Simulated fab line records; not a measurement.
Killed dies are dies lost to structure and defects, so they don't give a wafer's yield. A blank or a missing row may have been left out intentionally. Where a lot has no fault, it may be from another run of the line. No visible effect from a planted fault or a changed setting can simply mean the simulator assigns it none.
Which tool did it? ; flow sky130 ; 36 wafers from 12 lots sampled at 5 of the route's 708 steps

== WHAT THE GAUGES SHOWED, per wafer ==
SKY_PWDE_OVL_MEAS_07.
lot;measured;on;PWDE_OVL (nm)
L729;day 3 21:14;overlay-02;1.9 2.1 1.4
L731;day 4 10:38;overlay-01;2.3 3.2 1.1
L734;day 5 00:26;overlay-01;-0.3 -0.1 0.9
L733;day 5 00:38;overlay-01;-0.6 -0.9 -0.2
L736;day 5 10:59;overlay-01;1.2 4.9 5.2
L737;day 5 17:15;overlay-01;4.2 2.2 2.2
L741;day 6 16:59;overlay-01;3.4 -0.2 0.6
L742;day 6 21:11;overlay-02;2.0 3.2 1.0
L745;day 7 15:45;overlay-02;2.6 0.3 -0.2
L747;day 8 02:59;overlay-01;1.0 -2.1 -0.2
L749;day 8 16:27;overlay-02;1.6 2.0 2.4
L752;day 9 05:06;overlay-02;0.4 -1.0 0.0

SKY_VT_ADJUST_HVTP_OVL_MEAS_08.
lot;measured;on;VT_ADJUST_HVTP_OVL (nm)
L729;day 6 04:25;overlay-01;-1.6 -1.0 -1.0
L731;day 6 18:37;overlay-01;1.2 1.8 1.1
L734;day 7 09:58;overlay-01;0.4 0.2 1.0
L733;day 7 10:19;overlay-01;-2.0 -0.2 -1.0
L736;day 7 23:05;overlay-02;-1.0 0.3 -0.9
L737;day 8 10:26;overlay-01;2.1 1.0 -0.4
L741;day 9 07:55;overlay-02;2.4 1.0 1.2
L742;day 9 11:28;overlay-02;279.7 278.7 279.2
L745;day 10 08:10;overlay-01;-0.3 0.2 0.4
L747;day 10 19:01;overlay-02;276.2 277.3 277.0
L749;day 11 10:11;overlay-01;0.3 1.9 0.9
L752;day 12 01:55;overlay-01;0.3 0.4 -0.6

SKY_LOCAL_INTERCONNECT_CD_MEAS_11: the cd target is 170 nm.
lot;measured;on;cd_nm (nm)
L729;day 30 14:54;cd_sem-01;167.6 168.2 170.4
L731;day 31 13:06;cd_sem-01;169.2 170.1 168.5
L734;day 32 06:42;cd_sem-01;170.9 172.1 171.7
L733;day 32 13:31;cd_sem-02;170.7 169.2 169.4
L736;day 33 06:47;cd_sem-01;165.9 166.3 167.7
L737;day 33 13:58;cd_sem-02;172.2 172.4 172.3
L741;day 34 20:21;cd_sem-02;170.6 169.1 169.8
L742;day 35 02:42;cd_sem-01;170.1 169.7 169.5
L745;day 36 04:32;cd_sem-02;167.8 168.7 167.0
L747;day 36 14:59;cd_sem-01;171.7 171.7 171.6
L749;day 37 00:36;cd_sem-02;171.2 170.6 170.2
L752;day 37 18:43;cd_sem-01;171.1 171.0 170.0

== TOOL THAT RAN EACH LOT (tool first, then ch and the chambers of the sampled wafers, then the start) ==
lot;SKY_VT_ADJUST_HVTP_EXPOSE_04;SKY_SD_P_STRIP_10
L729;iline_stepper-01 ch 0, day 5 19:31;plasma_asher-02 ch 0,1, day 25 17:06
L731;iline_stepper-01 ch 0, day 6 08:52;plasma_asher-03 ch 0,1, day 26 15:04
L734;iline_stepper-01 ch 0, day 6 23:58;plasma_asher-01 ch 0,1, day 27 10:09
L733;iline_stepper-01 ch 0, day 7 00:37;plasma_asher-02 ch 0, day 27 16:02
L736;iline_stepper-02 ch 0, day 7 13:16;plasma_asher-03 ch 0,1, day 28 09:44
L737;iline_stepper-02 ch 0, day 7 23:55;plasma_asher-01 ch 0,1, day 28 17:16
L741;iline_stepper-02 ch 0, day 8 21:28;plasma_asher-01 ch 1, day 30 02:04
L742;iline_stepper-02 ch 0, day 9 01:24;plasma_asher-03 ch 0,1, day 30 09:21
L745;iline_stepper-01 ch 0, day 9 20:51;plasma_asher-01 ch 0,1, day 31 11:17
L747;iline_stepper-02 ch 0, day 10 08:49;plasma_asher-03 ch 0,1, day 31 23:29
L749;iline_stepper-01 ch 0, day 10 22:49;plasma_asher-01 ch 0, day 32 08:32
L752;iline_stepper-01 ch 0, day 11 14:35;plasma_asher-03 ch 0,1, day 33 05:11
- SKY_VT_ADJUST_HVTP_EXPOSE_04: exposes mask HVTPM, target cd 380 nm.
- SKY_SD_P_STRIP_10: strips in O2/N2.

== WHAT THE TOOLS THEMSELVES READ (means of the sampled wafers that have a number; where no wafer has one, the mark that the record gives instead) ==
SKY_VT_ADJUST_HVTP_EXPOSE_04.
lot;tool;focus_offset_nm (nm)
L729;iline_stepper-01;0.3
L731;iline_stepper-01;0.0
L734;iline_stepper-01;-0.3
L733;iline_stepper-01;-0.8
L736;iline_stepper-02;-0.2
L737;iline_stepper-02;-0.3
L741;iline_stepper-02;0.5
L742;iline_stepper-02;0.7
L745;iline_stepper-01;0.3
L747;iline_stepper-02;-0.4
L749;iline_stepper-01;0.1
L752;iline_stepper-01;-0.2

SKY_SD_P_STRIP_10.
lot;tool;drypump_motor_current_A (A);o2_flow_sccm (sccm);oes_product_au (a.u.);strip_time_to_endpoint_s (s)
L729;plasma_asher-02;5.7;2999;0.617;17.46
L731;plasma_asher-03;5.3;3002;0.619;17.50
L734;plasma_asher-01;6.1;2990;0.611;17.57
L733;plasma_asher-02;5.6;2988;0.617;17.52
L736;plasma_asher-03;5.4;3008;0.616;17.48
L737;plasma_asher-01;6.1;3008;0.619;17.56
L741;plasma_asher-01;5.4;3004;0.617;17.52
L742;plasma_asher-03;5.4;3001;0.615;17.54
L745;plasma_asher-01;6.0;3002;0.615;17.51
L747;plasma_asher-03;5.4;3000;0.615;17.43
L749;plasma_asher-01;6.3;3007;0.617;17.48
L752;plasma_asher-03;5.7;2997;0.617;17.47

== THE ANSWER, worked out from the rows above alone ==
Rule: what is usual is taken from the lots themselves. Put in order of their means at a reading, lots are off if they are a third of the lots or fewer, leave a main group of 4 or more, and stand apart from it by a gap of 3 or more times the standard deviation of the main group's means; of several such gaps the widest counts. A main group whose means are all the same, to the digits that the tables above print for the reading, isn't used. A lot without any number at a reading at which 4 lots or more have one is off too. The other lots that the step has rows for count as sound. After the gauges, taken in route order, come the tools' own readings; for these a lot's mean is taken, as printed above. The first step at which some lot is off is used, and at that step the reading that is off furthest; a lot without a number counts as furthest.
Off: L742, L747, at SKY_VT_ADJUST_HVTP_OVL_MEAS_08 (VT_ADJUST_HVTP_OVL). Mean 0.3 nm and standard deviation 0.92 in the main group.
A tool fits if, at a process step before that reading, it ran every lot that is off, and no sound lot after the first of them. Gauges at SKY_VT_ADJUST_HVTP_OVL_MEAS_08: tried the same way as those tools. Undecided on this evidence; 2 tools fit (iline_stepper-02 at SKY_VT_ADJUST_HVTP_EXPOSE_04, overlay-02 at SKY_VT_ADJUST_HVTP_OVL_MEAS_08).

== WHAT THE SIMULATOR HAD INSERTED ==
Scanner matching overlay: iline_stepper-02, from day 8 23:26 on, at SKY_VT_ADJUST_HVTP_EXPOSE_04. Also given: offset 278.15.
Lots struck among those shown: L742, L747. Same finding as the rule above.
